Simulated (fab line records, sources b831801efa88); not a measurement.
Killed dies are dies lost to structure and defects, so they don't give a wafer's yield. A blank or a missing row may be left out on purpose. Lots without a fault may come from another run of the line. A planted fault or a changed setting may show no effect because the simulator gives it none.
Which tool did it? | flow gf180mcu | 14 lots, 42 wafers sampled, at 2 steps of a route of 602

WHAT THE GAUGES READ, wafer by wafer
GF_HV_LDD_TW_MEAS_38.
lot  | measured     | on            | HV_LDD_3_TW
L688 | day 11 12:06 | film_metro-01 | 1450 1445 1446
L689 | day 11 23:18 | film_metro-01 | 1451 1445 1445
L690 | day 12 05:00 | film_metro-02 | 1393 1394 1388
L691 | day 12 11:52 | film_metro-01 | 1448 1452 1441
L693 | day 13 05:34 | film_metro-02 | 1402 1401 1399
L694 | day 13 10:24 | film_metro-01 | 1448 1453 1445
L696 | day 14 04:33 | film_metro-03 | 1420 1416 1422
L697 | day 14 14:54 | film_metro-01 | 1441 1448 1438
L706 | day 17 11:48 | film_metro-01 | 1450 1454 1447
L707 | day 17 20:43 | film_metro-03 | 1412 1404 1414
L708 | day 18 01:18 | film_metro-01 | 1450 1448 1448
L711 | day 19 08:48 | film_metro-02 | 1414 1411 1410

WHICH TOOL RAN EACH LOT (tool, then ch and the chambers of the sampled wafers, then the start)
lot  | GF_DUAL_GATE_DEVELOP_10
L688 | litho_track-03 ch 0, day 8 07:09
L689 | litho_track-04 ch 0, day 8 15:45
L690 | litho_track-03 ch 0, day 8 22:18
L691 | litho_track-01 ch 0, day 9 04:04
L693 | litho_track-01 ch 0, day 9 20:29
L694 | litho_track-01 ch 0, day 10 00:05
L696 | litho_track-01 ch 0, day 10 15:50
L697 | litho_track-03 ch 0, day 11 00:35
L701 | litho_track-03, day 12 01:26
L702 | litho_track-03, day 12 07:55
L706 | litho_track-01 ch 0, day 13 12:05
L707 | litho_track-04 ch 0, day 13 19:56
L708 | litho_track-01 ch 0, day 14 01:14
L711 | litho_track-04 ch 0, day 15 04:11
- GF_DUAL_GATE_DEVELOP_10: develop time 60 s.

WHAT THE TOOLS THEMSELVES READ (means of the sampled wafers that have a number; where no wafer has one, the mark that the record gives instead)
GF_DUAL_GATE_DEVELOP_10.
lot  | tool           | chill_plate_temp_C (C)
L688 | litho_track-03 | 22.98
L689 | litho_track-04 | 23.22
L690 | litho_track-03 | 23.09
L691 | litho_track-01 | 23.13
L693 | litho_track-01 | 23.00
L694 | litho_track-01 | 23.01
L696 | litho_track-01 | 23.03
L697 | litho_track-03 | 23.05
L701 | litho_track-03 | -
L702 | litho_track-03 | -
L706 | litho_track-01 | 22.93
L707 | litho_track-04 | 22.99
L708 | litho_track-01 | 22.95
L711 | litho_track-04 | 22.96

THE ANSWER, worked out from the rows above alone
Rule: what is usual is taken from the lots themselves. Put in order of their means at a reading, lots are off if they are a third of the lots or fewer, leave a main group of 4 or more, and stand apart from it by a gap of 3 or more times the standard deviation of the main group's means; of several such gaps the widest counts. A main group whose means are all the same, to the digits that the tables above print for the reading, isn't used. A lot without any number at a reading at which 4 lots or more have one is off too. The other lots that the step has rows for count as sound. The gauges are gone through in route order, then the tools' own readings, and for those a lot's mean is taken as printed above. The first step at which some lot is off is used, and at that step the reading that is off furthest; a lot without a number counts as furthest.
Off: L701, L702, at GF_DUAL_GATE_DEVELOP_10 (chill_plate_temp_C). Without a number there: L701, L702. The main group: mean 23.03 C, standard deviation 0.08.
A tool fits if, at that step or a process step before it, it ran every lot that is off, and no sound lot after the first of them. One fits: litho_track-03 at GF_DUAL_GATE_DEVELOP_10. Its last sound lot is L697 (day 11 00:35), its first lot that is off L701 (day 12 01:26): a fault that began between those two fits.
Blank at GF_DUAL_GATE_DEVELOP_10 on the lots that are off, where sound lots have numbers: chill_plate_temp_C.

WHAT THE SIMULATOR HAD PUT IN
Skipped step whole: litho_track-03, from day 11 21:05 on, at GF_DUAL_GATE_DEVELOP_10. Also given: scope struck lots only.
Lots struck among those shown: L701, L702. The rule above found the same.
